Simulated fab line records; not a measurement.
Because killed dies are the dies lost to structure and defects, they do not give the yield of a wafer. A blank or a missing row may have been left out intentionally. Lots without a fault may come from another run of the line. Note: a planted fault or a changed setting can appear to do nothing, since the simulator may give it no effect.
fab line records	flow gf180mcu
[record] lots = 24	wafers = 72	lastDay = 34
route steps=602 shown V4@490 MIM@503 V5@556
lots untouched by any fault: they come from a run of this same line in which no faults occurred
startH: hours from the record's first day to the start of the lot's first wafer shown	waitH: time in hours since the lot's previous step	" identical to the entry in the row above	L1.1+2: several wafers, shown together as one row	- no value, or no start given	* or withheld: withheld	< > ~ a bound
route shown NAME@n: NAME is a module with steps in the file, n the number in the route of the first one	usual: mean/standard deviation of fault-free wafers	same: alike in all rows	chamber/n: place in a boat	sites: readings site by site	_std_site: their standard deviation	_edge_site: mean of outer sites minus mean of inner sites	radiusMm: how far each site lies from the wafer's centre	mask NAME#n: copy n	behind: tool/chamber where the wafer was last shaped	hold: the reason the lot was held/the length of the hold in hours/how it ended	device: the n, p or np transistor that did not switch	end of line: tests of these same wafers at the route's end	for a step that has no rows: nothing shown but its recipe	killed: not the wafer's yield, but the dies lost to structure and defects at the first sort	map: shows each die of a wafer: x if killed, . if not, _ if none is there
set.NAME: setting as actually run; set.NAME@STEP: the setting as run at that earlier step	model.NAME: the simulator's own value behind a step, which no gauge read
steps of the route over a sample of lots; a table a step, a row a wafer
services: when a tool's chamber went out of use (startH, in hours from the record's first day, below 0 if earlier), for how many hours, and the reason
[[steps]]
[step GF_V4_CD_MEAS_14]
[recipe] targetCdNm = 260
[usual] cdNm = 260.1/1.1
lot.wafer	tool	chamber	startH	waitH	cdNm
L074.1	cdSem-02	-	570.05	0.1	260.3
L074.3	"	-	"	"	260.5
L074.5	"	-	"	"	261.1
L075.2	cdSem-01	-	580.57	0.1	259.5
L075.3	"	-	"	"	260.9
L075.6	"	-	"	"	259.8
L077.2	cdSem-02	-	581.97	0.1	258.5
L077.3	"	-	"	"	259.4
L077.5	"	-	"	"	259.5
L076.2	cdSem-02	-	585.72	0.1	260.8
L076.3	"	-	"	"	260.5
L076.5	"	-	"	"	260.6
L078.1	cdSem-02	-	597.40	0.1	263.1
L078.2	"	-	"	"	262.4
L078.5	"	-	"	"	263.3
L079.3	cdSem-02	-	602.79	0.1	258.8
L079.5	"	-	"	"	258.9
L079.6	"	-	"	"	259.4
L080.4	cdSem-01	-	615.71	0.1	260.2
L080.5	"	-	"	"	259.4
L080.6	"	-	"	"	258.9
L081.1	cdSem-01	-	618.45	0.1	259.6
L081.2	"	-	"	"	259.5
L081.3	"	-	"	"	260.0
L082.2	cdSem-01	-	633.67	0.1	260.7
L082.3	"	-	"	"	260.1
L082.6	"	-	"	"	259.7
L083.4	cdSem-02	-	640.36	0.1	259.1
L083.5	"	-	"	"	259.5
L083.6	"	-	"	"	258.6
L084.1	cdSem-02	-	645.55	0.1	261.8
L084.4	"	-	"	"	262.0
L084.5	"	-	"	"	261.4
L085.1	cdSem-01	-	654.60	0.1	260.3
L085.4	"	-	"	"	260.1
L085.6	"	-	"	"	260.4
L086.1	cdSem-02	-	660.89	0.1	261.0
L086.2	"	-	"	"	260.8
L086.3	"	-	"	"	262.1
L087.3	cdSem-01	-	671.59	0.1	260.0
L087.5	"	-	"	"	258.2
L087.6	"	-	"	"	258.4
L089.2	cdSem-01	-	683.42	0.1	259.7
L089.4	"	-	"	"	259.2
L089.6	"	-	"	"	259.9
L088.2	cdSem-02	-	685.46	0.1	259.0
L088.4	"	-	"	"	259.1
L088.5	"	-	"	"	258.6
L091.2	cdSem-01	-	696.68	0.2	258.6
L091.3	"	-	"	"	258.8
L091.4	"	-	"	"	258.2
L090.1	cdSem-01	-	698.54	0.1	261.9
L090.2	"	-	"	"	261.6
L090.3	"	-	"	"	261.3
L092.3	cdSem-01	-	707.29	0.1	260.5
L092.5	"	-	"	"	260.7
L092.6	"	-	"	"	260.6
L093.2	cdSem-02	-	713.37	0.1	259.6
L093.3	"	-	"	"	260.4
L093.6	"	-	"	"	260.5
L095.1	cdSem-02	-	716.14	0.1	260.8
L095.3	"	-	"	"	260.4
L095.5	"	-	"	"	260.5
L094.1	cdSem-01	-	718.05	0.1	259.9
L094.3	"	-	"	"	259.8
L094.5	"	-	"	"	259.5
L096.1	cdSem-01	-	727.00	0.1	259.8
L096.3	"	-	"	"	261.4
L096.5	"	-	"	"	260.9
L097.2	cdSem-02	-	733.48	0.2	258.5
L097.3	"	-	"	"	260.4
L097.5	"	-	"	"	260.0
[step GF_V4_ETCH_17]
[recipe] chemistry = C4F8/O2/Ar	maskMaterial = KrF	target = SiO2	stopOn = TiN	sourceW = 1500	biasW = 1200	pressureMtorr = 40	c4f8FlowSccm = withheld	O2_flow_sccm = 6	Ar_flow_sccm = 300	timeS = withheld	targetDepthA = 6300
[usual] oesProductAu = 0.856/0.0045	rfFwdPowerW = 1492/5.3
lot.wafer	tool	chamber	startH	waitH	oesProductAu	rfFwdPowerW
L074.1	rieDiel-03	0	-	-	0.858	1504
L074.3	"	1	"	"	0.861	1495
L074.5	"	3	"	"	0.863	1490
L075.2	rieDiel-03	2	-	-	0.854	1496
L075.3	"	0	"	"	0.856	1490
L075.6	"	1	"	"	0.863	1491
L077.2	rieDiel-02	1	-	-	0.859	1492
L077.3	"	2	"	"	0.855	1487
L077.5	"	3	"	"	0.848	1489
L076.2	rieDiel-01	0	-	-	0.850	1496
L076.3	"	3	"	"	0.857	1496
L076.5	"	3	"	"	0.847	1493
L078.1	rieDiel-01	3	-	-	0.854	1501
L078.2	"	1	"	"	0.860	1501
L078.5	"	0	"	"	0.855	1486
L079.3	rieDiel-01	3	-	-	0.857	1500
L079.5	"	0	"	"	0.853	1494
L079.6	"	3	"	"	0.854	1488
L080.4	rieDiel-02	2	-	-	0.851	1490
L080.5	"	1	"	"	0.853	1497
L080.6	"	3	"	"	0.847	1485
L081.1	rieDiel-01	0	-	-	0.849	1495
L081.2	"	3	"	"	0.853	1501
L081.3	"	2	"	"	0.858	1490
L082.2	rieDiel-01	1	-	-	0.853	1492
L082.3	"	0	"	"	0.848	1486
L082.6	"	0	"	"	0.858	1485
L083.4	rieDiel-02	0	-	-	0.850	1494
L083.5	"	3	"	"	0.853	1493
L083.6	"	0	"	"	0.860	1493
L084.1	rieDiel-01	0	-	-	0.861	1495
L084.4	"	1	"	"	0.858	1489
L084.5	"	0	"	"	0.846	1501
L085.1	rieDiel-01	3	-	-	0.846	1499
L085.4	"	2	"	"	0.858	1495
L085.6	"	1	"	"	0.857	1489
L086.1	rieDiel-03	0	-	-	0.858	1496
L086.2	"	3	"	"	0.856	1489
L086.3	"	1	"	"	0.855	1491
L087.3	rieDiel-02	1	-	-	0.859	1501
L087.5	"	3	"	"	0.858	1493
L087.6	"	0	"	"	0.863	1491
L089.2	rieDiel-02	3	-	-	0.852	1496
L089.4	"	2	"	"	0.850	1484
L089.6	"	3	"	"	0.866	1499
L088.2	rieDiel-02	1	-	-	0.852	1487
L088.4	"	0	"	"	0.861	1490
L088.5	"	1	"	"	0.858	1490
L091.2	rieDiel-02	1	-	-	0.854	1490
L091.3	"	0	"	"	0.851	1490
L091.4	"	1	"	"	0.853	1491
L090.1	rieDiel-02	0	-	-	0.865	1491
L090.2	"	2	"	"	0.845	1493
L090.3	"	1	"	"	0.865	1489
L092.3	rieDiel-02	2	-	-	0.857	1485
L092.5	"	0	"	"	0.852	1490
L092.6	"	2	"	"	0.857	1489
L093.2	rieDiel-03	0	-	-	0.853	1507
L093.3	"	2	"	"	0.858	1490
L093.6	"	3	"	"	0.864	1482
L095.1	rieDiel-01	0	-	-	0.854	1495
L095.3	"	3	"	"	0.859	1499
L095.5	"	3	"	"	0.855	1498
L094.1	rieDiel-01	1	-	-	0.857	1492
L094.3	"	0	"	"	0.856	1493
L094.5	"	0	"	"	0.863	1497
L096.1	rieDiel-01	1	-	-	0.857	1490
L096.3	"	2	"	"	0.853	1496
L096.5	"	2	"	"	0.857	1495
L097.2	rieDiel-01	2	-	-	0.856	1494
L097.3	"	3	"	"	0.849	1495
L097.5	"	3	"	"	0.856	1495
[step GF_MIM_SPUTTER_00]
[recipe] material = Ti	targetThkNm = 37.5	arrivingIonEnergyEv = 80	substrateTempC = 200	chamberPressurePa = 2	powerW = 4000	timeS = 150
[usual] cathodeDcPowerW = 4000.0/0.76	throttleValvePct = 29.4/0.91
lot.wafer	tool	chamber	startH	waitH	cathodeDcPowerW	throttleValvePct
L074.1	pvdSputter-03	-	571.60	0.2	4000.2	29.6
L074.3	"	-	"	"	4000.1	30.0
L074.5	"	-	"	"	4000.1	29.7
L075.2	pvdSputter-03	-	582.18	0.1	4000.1	29.9
L075.3	"	-	"	"	3999.9	28.7
L075.6	"	-	"	"	3999.8	28.8
L077.2	pvdSputter-03	-	583.46	0.2	4000.5	29.9
L077.3	"	-	"	"	4000.1	29.7
L077.5	"	-	"	"	3999.9	30.1
L076.2	pvdSputter-02	-	587.21	0.2	4000.9	30.8
L076.3	"	-	"	"	3999.9	29.3
L076.5	"	-	"	"	3999.3	31.3
L078.1	pvdSputter-03	-	598.92	0.2	4000.8	29.8
L078.2	"	-	"	"	3999.0	29.8
L078.5	"	-	"	"	4001.3	30.1
L079.3	pvdSputter-04	-	604.71	0.2	3999.7	29.0
L079.5	"	-	"	"	4000.3	29.5
L079.6	"	-	"	"	3998.7	29.1
L080.4	pvdSputter-03	-	617.65	0.2	3999.7	29.8
L080.5	"	-	"	"	4000.2	28.8
L080.6	"	-	"	"	4000.2	29.9
L081.1	pvdSputter-03	-	620.30	0.1	4000.4	28.6
L081.2	"	-	"	"	4000.3	29.8
L081.3	"	-	"	"	3999.9	29.9
L082.2	pvdSputter-04	-	635.45	0.1	4001.7	29.0
L082.3	"	-	"	"	4000.4	29.3
L082.6	"	-	"	"	3999.1	29.0
L083.4	pvdSputter-02	-	641.85	0.2	4000.9	31.5
L083.5	"	-	"	"	4000.4	30.6
L083.6	"	-	"	"	4000.4	31.2
L084.1	pvdSputter-03	-	647.10	0.2	3999.8	29.8
L084.4	"	-	"	"	4001.3	29.9
L084.5	"	-	"	"	4001.0	29.8
L085.1	pvdSputter-04	-	656.11	0.1	4001.0	28.7
L085.4	"	-	"	"	4000.2	29.5
L085.6	"	-	"	"	3998.4	28.2
L086.1	pvdSputter-02	-	662.41	0.1	3998.7	28.5
L086.2	"	-	"	"	3998.8	29.1
L086.3	"	-	"	"	3999.5	31.4
L087.3	pvdSputter-02	-	673.06	0.2	3999.7	30.7
L087.5	"	-	"	"	4000.8	31.3
L087.6	"	-	"	"	3999.8	29.5
L089.2	pvdSputter-02	-	684.95	0.1	3998.6	30.7
L089.4	"	-	"	"	3999.5	28.5
L089.6	"	-	"	"	3999.9	29.3
L088.2	pvdSputter-03	-	686.95	0.1	3999.2	28.5
L088.4	"	-	"	"	3999.3	30.0
L088.5	"	-	"	"	4000.4	28.6
L091.2	pvdSputter-03	-	698.20	0.1	3999.7	28.8
L091.3	"	-	"	"	3999.7	29.9
L091.4	"	-	"	"	3998.2	30.1
L090.1	pvdSputter-02	-	700.09	0.1	3999.5	28.6
L090.2	"	-	"	"	3999.3	30.6
L090.3	"	-	"	"	3999.3	31.4
L092.3	pvdSputter-02	-	708.86	0.1	3999.8	29.1
L092.5	"	-	"	"	3999.1	29.3
L092.6	"	-	"	"	4000.0	31.2
L093.2	pvdSputter-04	-	714.86	0.1	3999.1	28.9
L093.3	"	-	"	"	3999.2	29.1
L093.6	"	-	"	"	4000.7	29.1
L095.1	pvdSputter-04	-	717.65	0.2	4001.8	29.2
L095.3	"	-	"	"	3998.5	28.3
L095.5	"	-	"	"	3998.8	29.0
L094.1	pvdSputter-02	-	719.56	0.2	4000.6	29.3
L094.3	"	-	"	"	3999.7	31.3
L094.5	"	-	"	"	4000.3	28.3
L096.1	pvdSputter-04	-	728.51	0.2	4000.6	28.3
L096.3	"	-	"	"	3999.7	29.3
L096.5	"	-	"	"	3999.6	28.9
L097.2	pvdSputter-04	-	735.20	0.1	3999.9	28.9
L097.3	"	-	"	"	3999.5	28.1
L097.5	"	-	"	"	4000.1	28.9
[step GF_MIM_SPUTTER_03]
[recipe] material = Ti	targetThkNm = 10	substrateTempC = 300	chamberPressurePa = 0.3	powerW = 3000	timeS = 6.7
[usual] cathodeDcPowerW = 3000.0/0.58	throttleValvePct = 29.5/0.95
lot.wafer	tool	chamber	startH	waitH	cathodeDcPowerW	throttleValvePct
L074.1	pvdSputter-03	-	571.76	0.0	2998.9	29.9
L074.3	"	-	"	"	2999.7	30.0
L074.5	"	-	"	"	2999.2	29.8
L075.2	pvdSputter-03	-	582.34	0.0	3000.2	29.9
L075.3	"	-	"	"	3000.8	28.8
L075.6	"	-	"	"	3000.6	28.6
L077.2	pvdSputter-03	-	583.62	0.0	3000.6	29.9
L077.3	"	-	"	"	3000.3	29.6
L077.5	"	-	"	"	3000.2	30.0
L076.2	pvdSputter-02	-	587.37	0.0	2999.8	30.7
L076.3	"	-	"	"	3000.2	29.1
L076.5	"	-	"	"	3000.4	31.3
L078.1	pvdSputter-03	-	599.08	0.0	3000.1	29.8
L078.2	"	-	"	"	2999.7	29.5
L078.5	"	-	"	"	3000.4	30.3
L079.3	pvdSputter-04	-	604.87	0.0	2999.7	28.7
L079.5	"	-	"	"	2999.6	29.4
L079.6	"	-	"	"	3000.5	29.2
L080.4	pvdSputter-03	-	617.77	0.0	2999.8	30.1
L080.5	"	-	"	"	3000.2	28.5
L080.6	"	-	"	"	3000.2	29.7
L081.1	pvdSputter-03	-	620.47	0.0	2999.9	28.3
L081.2	"	-	"	"	3000.9	29.8
L081.3	"	-	"	"	3000.2	29.7
L082.2	pvdSputter-04	-	635.61	0.0	3000.3	29.0
L082.3	"	-	"	"	2999.8	29.1
L082.6	"	-	"	"	3000.1	29.0
L083.4	pvdSputter-02	-	642.01	0.0	2999.8	31.7
L083.5	"	-	"	"	2999.2	30.8
L083.6	"	-	"	"	2999.6	31.4
L084.1	pvdSputter-03	-	647.26	0.0	2999.8	29.8
L084.4	"	-	"	"	2999.7	30.1
L084.5	"	-	"	"	3000.3	29.6
L085.1	pvdSputter-04	-	656.27	0.0	2999.0	28.9
L085.4	"	-	"	"	3000.7	29.4
L085.6	"	-	"	"	2999.3	28.2
L086.1	pvdSputter-02	-	662.57	0.0	3000.8	28.3
L086.2	"	-	"	"	3000.0	29.6
L086.3	"	-	"	"	2999.7	31.5
L087.3	pvdSputter-02	-	673.22	0.0	3000.5	30.8
L087.5	"	-	"	"	3000.6	31.3
L087.6	"	-	"	"	3000.4	29.3
L089.2	pvdSputter-02	-	685.11	0.0	3000.3	30.6
L089.4	"	-	"	"	3000.2	28.5
L089.6	"	-	"	"	3000.1	29.5
L088.2	pvdSputter-03	-	687.12	0.0	2999.2	28.7
L088.4	"	-	"	"	3000.8	29.8
L088.5	"	-	"	"	2999.4	28.4
L091.2	pvdSputter-03	-	698.36	0.0	3000.1	28.5
L091.3	"	-	"	"	2999.8	29.7
L091.4	"	-	"	"	3000.1	29.8
L090.1	pvdSputter-02	-	700.25	0.0	2999.7	28.4
L090.2	"	-	"	"	3000.3	30.4
L090.3	"	-	"	"	2999.6	31.2
L092.3	pvdSputter-02	-	709.02	0.0	2999.2	29.2
L092.5	"	-	"	"	3000.3	29.4
L092.6	"	-	"	"	3000.5	31.3
L093.2	pvdSputter-04	-	715.02	0.0	2999.8	29.0
L093.3	"	-	"	"	2999.6	29.1
L093.6	"	-	"	"	2999.9	29.3
L095.1	pvdSputter-04	-	717.82	0.0	2999.9	29.1
L095.3	"	-	"	"	3000.2	28.1
L095.5	"	-	"	"	3000.0	29.2
L094.1	pvdSputter-02	-	719.72	0.0	3000.6	29.3
L094.3	"	-	"	"	3000.1	31.7
L094.5	"	-	"	"	3000.3	28.5
L096.1	pvdSputter-04	-	728.67	0.0	3001.4	27.9
L096.3	"	-	"	"	2999.3	29.5
L096.5	"	-	"	"	3000.8	28.9
L097.2	pvdSputter-04	-	735.36	0.0	2999.3	28.9
L097.3	"	-	"	"	2999.4	28.0
L097.5	"	-	"	"	2999.6	28.8
[step GF_MIM_THK_MEAS_06]
[recipe] reads = Si3N4_of_MIM_CVD_05
[usual] MIM_CVD_05_THK = 42.1/0.58
lot.wafer	tool	chamber	startH	waitH	MIM_CVD_05_THK[nm]
L074.1	filmMetro-04	-	571.89	0.1	41.3
L074.3	"	-	"	"	41.3
L074.5	"	-	"	"	42.1
L075.2	filmMetro-02	-	582.44	0.0	41.8
L075.3	"	-	"	"	42.0
L075.6	"	-	"	"	42.3
L077.2	filmMetro-02	-	583.73	0.0	41.9
L077.3	"	-	"	"	41.5
L077.5	"	-	"	"	42.4
L076.2	filmMetro-03	-	587.47	0.0	41.9
L076.3	"	-	"	"	41.5
L076.5	"	-	"	"	42.9
L078.1	filmMetro-04	-	599.17	0.0	41.7
L078.2	"	-	"	"	41.4
L078.5	"	-	"	"	42.2
L079.3	filmMetro-04	-	604.98	0.0	42.3
L079.5	"	-	"	"	42.0
L079.6	"	-	"	"	42.9
L080.4	filmMetro-03	-	617.88	0.0	42.0
L080.5	"	-	"	"	41.9
L080.6	"	-	"	"	41.6
L081.1	filmMetro-03	-	620.56	0.0	41.7
L081.2	"	-	"	"	42.5
L081.3	"	-	"	"	42.3
L082.2	filmMetro-03	-	635.72	0.0	41.9
L082.3	"	-	"	"	41.9
L082.6	"	-	"	"	42.3
L083.4	filmMetro-04	-	642.14	0.0	41.9
L083.5	"	-	"	"	42.2
L083.6	"	-	"	"	42.6
L084.1	filmMetro-04	-	647.36	0.0	40.8
L084.4	"	-	"	"	42.1
L084.5	"	-	"	"	41.9
L085.1	filmMetro-04	-	656.37	0.0	41.8
L085.4	"	-	"	"	41.8
L085.6	"	-	"	"	41.9
L086.1	filmMetro-03	-	662.66	0.0	41.6
L086.2	"	-	"	"	41.7
L086.3	"	-	"	"	41.8
L087.3	filmMetro-03	-	673.34	0.0	42.2
L087.5	"	-	"	"	42.3
L087.6	"	-	"	"	42.3
L089.2	filmMetro-04	-	685.22	0.0	41.5
L089.4	"	-	"	"	42.6
L089.6	"	-	"	"	41.9
L088.2	filmMetro-03	-	687.22	0.0	42.0
L088.4	"	-	"	"	42.5
L088.5	"	-	"	"	42.7
L091.2	filmMetro-02	-	698.47	0.0	41.9
L091.3	"	-	"	"	42.0
L091.4	"	-	"	"	42.9
L090.1	filmMetro-03	-	700.34	0.0	41.3
L090.2	"	-	"	"	41.0
L090.3	"	-	"	"	41.6
L092.3	filmMetro-03	-	709.13	0.0	41.5
L092.5	"	-	"	"	42.6
L092.6	"	-	"	"	42.4
L093.2	filmMetro-03	-	715.13	0.0	42.3
L093.3	"	-	"	"	43.2
L093.6	"	-	"	"	43.2
L095.1	filmMetro-04	-	717.91	0.0	42.1
L095.3	"	-	"	"	41.8
L095.5	"	-	"	"	43.1
L094.1	filmMetro-02	-	719.82	0.0	41.8
L094.3	"	-	"	"	41.7
L094.5	"	-	"	"	42.2
L096.1	filmMetro-02	-	728.77	0.0	41.9
L096.3	"	-	"	"	41.5
L096.5	"	-	"	"	42.2
L097.2	filmMetro-02	-	735.47	0.0	42.7
L097.3	"	-	"	"	42.3
L097.5	"	-	"	"	43.5
[step GF_V5_ETCH_16]
[recipe] chemistry = N2/H2	targetDepthA = withheld	overetchA = withheld	timeS = withheld	target = BARC	ionEnergyEv = 200	sourceW = 500	biasW = 100	pressureMtorr = 30	n2FlowSccm = 100	h2FlowSccm = 200
[usual] drypumpMotorCurrentA = 6.0/0.43	oesProductAu = 0.855/0.005	rfFwdPowerW = 494.6/2.6	throttleValvePct = 13.225/0.0099
lot.wafer	tool	chamber	startH	waitH	drypumpMotorCurrentA	oesProductAu	rfFwdPowerW	throttleValvePct
L074.1	rieDiel-02	3	638.36	0.0	6.4	0.861	494.0	13.225
L074.3	"	0	"	"	6.4	0.863	494.1	13.231
L074.5	"	0	"	"	6.4	0.850	493.9	13.218
L075.2	rieDiel-02	2	646.71	0.0	6.4	0.859	492.8	13.226
L075.3	"	3	"	"	6.4	0.855	494.5	13.214
L075.6	"	0	"	"	6.4	0.857	495.8	13.228
L077.2	rieDiel-03	1	647.96	0.0	5.8	0.849	495.0	13.216
L077.3	"	2	"	"	6.4	0.862	496.6	13.228
L077.5	"	2	"	"	6.4	0.847	497.5	13.214
L076.2	rieDiel-02	3	652.35	0.0	6.4	0.851	494.0	13.209
L076.3	"	2	"	"	6.5	0.862	492.8	13.227
L076.5	"	3	"	"	6.4	0.848	494.6	13.212
L078.1	rieDiel-02	0	662.75	0.0	6.4	0.852	493.3	13.225
L078.2	"	2	"	"	6.4	0.856	495.2	13.215
L078.5	"	1	"	"	5.5	0.855	496.8	13.228
L079.3	rieDiel-03	2	667.20	0.0	6.4	0.858	497.6	13.220
L079.5	"	0	"	"	5.6	0.856	498.5	13.209
L079.6	"	1	"	"	5.8	0.857	495.9	13.228
L080.4	rieDiel-03	2	679.35	0.0	6.4	0.853	497.4	13.229
L080.5	"	3	"	"	5.7	0.854	488.3	13.230
L080.6	"	2	"	"	6.4	0.859	496.2	13.239
L081.1	rieDiel-03	2	682.60	0.0	6.4	0.858	494.7	13.239
L081.2	"	3	"	"	5.7	0.856	493.6	13.233
L081.3	"	1	"	"	5.8	0.857	490.8	13.233
L082.2	rieDiel-04	2	696.70	0.0	6.0	0.853	494.3	13.215
L082.3	"	1	"	"	6.5	0.861	494.2	13.218
L082.6	"	2	"	"	6.0	0.867	496.1	13.215
L083.4	rieDiel-04	3	702.87	0.0	6.4	0.853	492.5	13.244
L083.5	"	1	"	"	6.5	0.856	497.6	13.219
L083.6	"	0	"	"	5.2	0.855	492.9	13.249
L084.1	rieDiel-04	2	706.55	0.0	6.0	0.857	496.4	13.241
L084.4	"	1	"	"	6.5	0.854	495.5	13.240
L084.5	"	0	"	"	5.2	0.855	494.7	13.228
L085.1	rieDiel-03	0	715.51	0.0	5.6	0.856	497.3	13.228
L085.4	"	2	"	"	6.4	0.854	497.8	13.225
L085.6	"	3	"	"	5.7	0.856	490.7	13.215
L086.1	rieDiel-04	0	720.90	0.0	5.2	0.854	494.1	13.226
L086.2	"	2	"	"	6.0	0.854	495.0	13.239
L086.3	"	3	"	"	6.4	0.857	492.5	13.229
L087.3	rieDiel-04	2	729.85	0.0	6.0	0.855	496.9	13.223
L087.5	"	2	"	"	6.0	0.848	497.6	13.215
L087.6	"	1	"	"	6.4	0.850	490.3	13.223
L089.2	rieDiel-03	0	740.85	0.0	5.7	0.855	495.0	13.202
L089.4	"	2	"	"	6.4	0.856	497.0	13.225
L089.6	"	3	"	"	5.7	0.843	489.7	13.224
L088.2	rieDiel-04	2	742.46	0.0	5.9	0.852	498.6	13.236
L088.4	"	1	"	"	6.5	0.855	495.2	13.237
L088.5	"	1	"	"	6.5	0.859	497.7	13.231
L091.2	rieDiel-03	1	751.35	0.0	5.8	0.853	497.5	13.232
L091.3	"	0	"	"	5.6	0.853	499.6	13.233
L091.4	"	3	"	"	5.7	0.857	488.0	13.208
L090.1	rieDiel-02	1	752.95	0.0	5.5	0.848	494.2	13.224
L090.2	"	2	"	"	6.5	0.843	490.4	13.236
L090.3	"	0	"	"	6.3	0.855	493.2	13.228
L092.3	rieDiel-04	1	763.31	0.0	6.5	0.858	495.2	13.213
L092.5	"	3	"	"	6.4	0.856	493.6	13.229
L092.6	"	0	"	"	5.3	0.863	492.7	13.225
L093.2	rieDiel-03	2	767.60	0.0	6.4	0.860	499.0	13.194
L093.3	"	3	"	"	5.6	0.853	489.9	13.225
L093.6	"	1	"	"	5.8	0.842	495.2	13.230
L095.1	rieDiel-02	1	770.25	0.0	5.5	0.845	496.9	13.252
L095.3	"	0	"	"	6.4	0.851	495.3	13.224
L095.5	"	2	"	"	6.4	0.849	495.4	13.229
L094.1	rieDiel-03	3	771.95	0.0	5.7	0.852	492.1	13.201
L094.3	"	0	"	"	5.7	0.863	495.4	13.217
L094.5	"	2	"	"	6.4	0.861	496.3	13.224
L096.1	rieDiel-04	1	780.10	0.0	6.5	0.857	495.4	13.230
L096.3	"	3	"	"	6.4	0.855	497.2	13.232
L096.5	"	1	"	"	6.5	0.856	498.6	13.241
L097.2	rieDiel-04	3	785.35	0.0	6.4	0.856	493.3	13.229
L097.3	"	1	"	"	6.5	0.871	495.8	13.211
L097.5	"	0	"	"	5.3	0.858	495.4	13.230
[[services]]
tool	chamber	startH	hours	kind
rieDiel-03	1	585.98	15.4	repair
pvdSputter-03	-	599.17	2.7	repair
rieDiel-03	3	616.67	5.3	repair
rieDiel-01	2	627.12	6.9	repair
rieDiel-04	3	633.20	7.6	repair
rieDiel-04	0	633.34	11.3	repair
rieDiel-01	2	640.13	8.2	repair
rieDiel-04	2	655.42	29.9	repair
rieDiel-02	1	679.44	3.2	repair
pvdSputter-02	-	695.77	1.9	repair
rieDiel-04	-	699.36	1.2	repair
rieDiel-02	1	700.59	8.1	repair
rieDiel-01	-	702.45	0.3	repair
rieDiel-04	-	710.52	0.7	repair
pvdSputter-04	-	716.38	0.7	repair
rieDiel-02	-	728.91	2.8	pm
rieDiel-01	-	751.09	2.8	pm
rieDiel-03	0	757.91	9.2	repair
rieDiel-02	-	766.94	3.2	repair
rieDiel-03	1	771.64	2.0	repair
rieDiel-02	-	778.42	36.3	repair
rieDiel-03	1	779.32	13.3	repair
pvdSputter-02	-	779.83	1.4	repair
pvdSputter-04	-	782.63	7.4	repair
[[key]]
fault none
